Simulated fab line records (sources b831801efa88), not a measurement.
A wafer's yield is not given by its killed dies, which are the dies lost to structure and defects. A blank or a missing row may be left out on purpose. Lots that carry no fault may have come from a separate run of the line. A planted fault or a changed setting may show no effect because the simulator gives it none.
Matching of chambers :: flow gf180mcu :: GF_M5_ETCH_09 on rieDiel-04: 4 sister chambers
The step etches Si3N4 in CF4/O2, target depth 52 nm, time 11.6 s. 4 wafers are shown with their chamber, then 12 later ones without.

WAFERS WITH THEIR CHAMBER
wafer: L088.2
chamber: 2
drypumpMotorCurrentA (A): 6.2

wafer: L088.3
chamber: 1
drypumpMotorCurrentA (A): 5.7

wafer: L088.6
chamber: 0
drypumpMotorCurrentA (A): 5.8

wafer: L090.5
chamber: 3
drypumpMotorCurrentA (A): 5.4

WAFERS WHOSE CHAMBER IS MISSING
wafer: L091.1
drypumpMotorCurrentA (A): 5.7

wafer: L091.2
drypumpMotorCurrentA (A): 5.5

wafer: L091.3
drypumpMotorCurrentA (A): 5.7

wafer: L092.1
drypumpMotorCurrentA (A): 5.7

wafer: L092.3
drypumpMotorCurrentA (A): 6.2

wafer: L092.4
drypumpMotorCurrentA (A): 5.4

wafer: L093.1
drypumpMotorCurrentA (A): 5.7

wafer: L093.2
drypumpMotorCurrentA (A): 5.5

wafer: L093.6
drypumpMotorCurrentA (A): 5.8

wafer: L095.1
drypumpMotorCurrentA (A): 5.4

wafer: L095.2
drypumpMotorCurrentA (A): 6.2

wafer: L095.3
drypumpMotorCurrentA (A): 5.7

CHAMBER TAKEN BY EACH
wafer: L091.1
from the rows above: 1
in truth: 1

wafer: L091.2
from the rows above: 3
in truth: 3

wafer: L091.3
from the rows above: 1
in truth: 1

wafer: L092.1
from the rows above: 1
in truth: 1

wafer: L092.3
from the rows above: 2
in truth: 2

wafer: L092.4
from the rows above: 3
in truth: 3

wafer: L093.1
from the rows above: 1
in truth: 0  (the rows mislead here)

wafer: L093.2
from the rows above: 3
in truth: 3

wafer: L093.6
from the rows above: 0
in truth: 0

wafer: L095.1
from the rows above: 3
in truth: 3

wafer: L095.2
from the rows above: 2
in truth: 2

wafer: L095.3
from the rows above: 1
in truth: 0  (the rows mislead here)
Correctly placed: 10 of 12. Can't be placed from these rows: 0. Wrongly placed: 2.
How it was worked out, from the rows above alone: a wafer's distance from a chamber is the root of the sum, over the readings, of the square of ((its reading less the chamber's mean) divided by the reading's scatter). If the next closest chamber is less than 2 further off than the closest, the wafer can't be placed; otherwise it belongs to the closest. For every chamber, the mean is computed from those of its wafers that are shown. The scatter: root of mean squared gap, hidden wafer to nearest shown wafer, with one shown wafer a chamber.
